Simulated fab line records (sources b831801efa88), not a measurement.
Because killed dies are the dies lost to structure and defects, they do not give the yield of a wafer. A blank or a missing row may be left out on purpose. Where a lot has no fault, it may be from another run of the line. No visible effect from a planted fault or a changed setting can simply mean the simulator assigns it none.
Matching of chambers    flow gf180mcu    4 sister chambers for GF_V2_ETCH_16 on rieDiel-01
The step etches BARC in N2/H2. 4 wafers are shown with their chamber, then 10 later ones without.

== EACH WAFER AND ITS CHAMBER ==
wafer   chamber  drypumpMotorCurrentA (A)
L089.2  0        5.7
L089.4  2        5.9
L091.1  1        5.8
L091.5  3        6.4

== WAFERS MISSING THEIR CHAMBER ==
wafer   drypumpMotorCurrentA (A)
L091.6  5.7
L093.1  5.9
L093.4  6.3
L093.6  5.9
L096.1  5.7
L096.2  5.9
L096.4  5.9
L097.2  5.9
L097.5  5.8
L097.6  5.7

== EACH ONE'S CHAMBER ==
wafer    from the rows above   in truth
L091.6   0                     0
L093.1   2                     2
L093.4   3                     3
L093.6   2                     2
L096.1   0                     0
L096.2   2                     2
L096.4   2                     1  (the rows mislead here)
L097.2   2                     2
L097.5   1                     1
L097.6   0                     0
Placed correctly: 9 of 10. Can't be placed from these rows: 0. Number placed wrongly: 1.
How it was worked out, from the rows above alone: a wafer's distance from a chamber is the root of the sum, over the readings, of the square of ((its reading less the chamber's mean) divided by the reading's scatter). If the next closest chamber is less than 2 further off than the closest, the wafer can't be placed; otherwise it belongs to the closest. For every chamber, the mean is computed from those of its wafers that are shown. The scatter: root of mean squared gap, hidden wafer to nearest shown wafer, with one shown wafer a chamber.
